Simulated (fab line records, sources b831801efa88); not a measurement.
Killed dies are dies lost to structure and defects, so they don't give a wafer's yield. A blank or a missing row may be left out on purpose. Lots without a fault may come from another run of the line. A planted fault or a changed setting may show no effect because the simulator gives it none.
One fault seen from 2 desks | flow sky130 | each desk has only its own numbers; what lay behind them comes last

THE METROLOGY DESK
What the gauges read, lot by lot, whatever tool the lot ran on: means of the sampled wafers that have a number. A lot is out of limits, marked OUT, if its mean lies more than 4 standard deviations from the usual mean; the brackets give that distance.
Columns: A = VIA3_OVL at SKY_VIA3_OVL_MEAS_13, usual 2 nm; B = CAP2M_CVD_00_THK at SKY_CAP2M_THK_MEAS_01, usual 15.53 nm
lot  | first seen here | A  | B
L385 | day 39 11:55    | 5  | 15.45
L388 | day 40 17:31    | 13 | 15.56
L390 | day 40 22:26    | -2 | 15.62
L391 | day 41 08:40    | 2  | 15.47
L392 | day 41 15:36    | 7  | 15.48
L393 | day 42 02:08    | 9  | 15.50
L395 | day 42 22:16    | 5  | 15.70
L396 | day 43 05:17    | 2  | 15.40
L399 | day 43 13:46    | -2 | 15.64
L400 | day 43 22:05    | 9  | 15.66
L401 | day 44 05:36    | -4 | 15.61
L402 | day 44 10:07    | 3  | 15.65
L407 | day 45 08:03    | 4  | 15.31
This desk's finding: nothing out of limits on any of the 13 lots.

THE TOOL OWNER'S DESK: cmp-01
The tool's own readings at SKY_VIA3_CMP_24 (polishes, stops on SiO2, t overpolish 20 s, target thk 0 nm): means of the sampled wafers that have a number, for each lot that ran on this tool. A lot is out of limits, marked OUT, if its mean lies more than 4 standard deviations from the usual mean; the brackets give that distance.
Columns: A = motor_current_A at SKY_VIA3_CMP_24, usual 11.1 A; B = overpolish_run_s at SKY_VIA3_CMP_24, usual 20.000 s; C = time_to_endpoint_s at SKY_VIA3_CMP_24, usual 94 s
lot  | first seen here | A    | B                        | C
L385 | day 39 13:03    | 11.6 | 20.002                   | 96
L388 | day 40 18:39    | 10.4 | 20.010                   | 98
L393 | day 42 03:20    | 11.1 | 19.990                   | 95
L396 | day 43 06:23    | 12.1 | 20.001                   | 98
L399 | day 43 14:51    | 10.4 | 10.017 (-99 or more) OUT | 123 (+8.5) OUT
L400 | day 43 23:11    | 12.5 | 13.349 (-99 or more) OUT | 115 (+6.2) OUT
L402 | day 44 11:16    | 12.8 | 10.025 (-99 or more) OUT | 121 (+7.9) OUT
This desk's finding: out of limits on L399, L400, L402; first on L399, day 43 14:51 (overpolish_run_s at SKY_VIA3_CMP_24). In limits: L385, L388, L393, L396.

PUT TOGETHER
The tool owner's desk could have raised an alarm at day 43 14:51, on L399, L400, L402.
The metrology desk saw nothing out of limits.
The metrology desk has L399, L400, L402 on record, within its limits.
Of the lots named, all ran SKY_VIA3_CMP_24 on cmp-01.

WHAT THE SIMULATOR HAD PUT IN
Process parameter drift: cmp-01, from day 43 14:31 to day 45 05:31, at SKY_VIA3_CMP_24. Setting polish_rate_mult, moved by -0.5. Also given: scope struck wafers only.
Lots struck among those shown: L399, L400, L402.
Hours from the fault's start to each desk's first reading out of limits: the tool owner's desk, 0.
